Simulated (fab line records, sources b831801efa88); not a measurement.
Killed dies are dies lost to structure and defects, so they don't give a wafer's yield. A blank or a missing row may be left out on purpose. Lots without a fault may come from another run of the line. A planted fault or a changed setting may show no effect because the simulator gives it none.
Problem report in the 8D (eight disciplines) form, filled by code | flow gf180mcu | the parts of the form that need people (team, actions taken, sign-off) are left out

1. THE PROBLEM
rf_fwd_power_W at GF_POLY_GATE_ETCH_12 reads a mean of 297.3 W on 1 wafer of 1 lot; wafers without a fault read 495.5 W with a standard deviation of 1.6. That is -99 or more standard deviations from the usual mean.
The step: etches BARC in N2/H2.
First seen on wafer L588.4, day 15 03:20, on rie_diel-02. The record holds 39 wafers of 13 lots with a number at this step. Rule for "out", or "out of limits": more than 4 standard deviations from the usual mean. The other wafers with a number count as sound.

2. WHAT IT IS AND WHAT IT IS NOT
question                    | is                | is not
which readings at this step | rf_fwd_power_W    | chamber_pressure_mTorr, drypump_motor_current_A, n2_flow_sccm, oes_product_au, throttle_valve_pct
which lots                  | L588              | L569, L570, L571, L574, L575, L576, L577, L579, L580, L582, L590, L591
which wafers of those lots  | L588.4            | L588.3, L588.6
read on which tools         | rie_diel-02       | rie_diel-01, rie_diel-03
when                        | from day 15 03:20 | up to then (32 sound wafers); but 6 sound wafers of L590, L591 came after

3. SUSPECTS, AND WHAT RULES EACH OUT
Counting: a tool at a process step up to the reading stays a suspect if it ran every lot that is out. Sound lots after the first of them don't rule it out here, since some wafers of a struck lot are sound.
- rie_diel-02 at GF_POLY_GATE_ETCH_12 (etches BARC in N2/H2): kept. It ran the lot that is out, L588 (day 15 03:20); its last sound lot up to then is L582 (day 13 08:44). Its own readings are out on those wafers: rf_fwd_power_W.
- Within rie_diel-02 at GF_POLY_GATE_ETCH_12: the wafers that are out ran in chamber 0; their sound lot-mates ran in chambers 2, 3.
Left after counting: rie_diel-02 at GF_POLY_GATE_ETCH_12.

4. THE CAUSE (what the simulator had put in)
Process parameter drift: rie_diel-02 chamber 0, from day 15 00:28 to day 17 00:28, at GF_POLY_GATE_ETCH_12. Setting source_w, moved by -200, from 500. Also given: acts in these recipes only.
Counting left only this tool.

5. THE CHAIN OF EFFECTS, in route order
Each row: a reading whose mean over the struck wafers that have a number lies more than 3 standard deviations from the usual. Only readings for which the record gives a usual standard deviation are gone through. hours: the time from each lot's start at the first step in this table that gives one to its start at this step, as a median over the lots. sigmas: the change in usual standard deviations.
hours | step                 | reading        | usual   | on struck wafers | change | sigmas
0     | GF_POLY_GATE_ETCH_12 | rf_fwd_power_W | 495.5 W | 297.3            | -198.2 | -99 or more
The process steps in it:
- GF_POLY_GATE_ETCH_12: etches BARC in N2/H2.
Later measuring or inspecting steps at which every struck wafer that the step has a row for has a number for every such reading, and none has moved that far: GF_POLY_GATE_THK_MEAS_17.

6. WHAT WOULD HAVE CAUGHT IT SOONER
In this record the first reading out of limits was taken at day 15 03:20, 3 hours after the fault began at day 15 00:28.
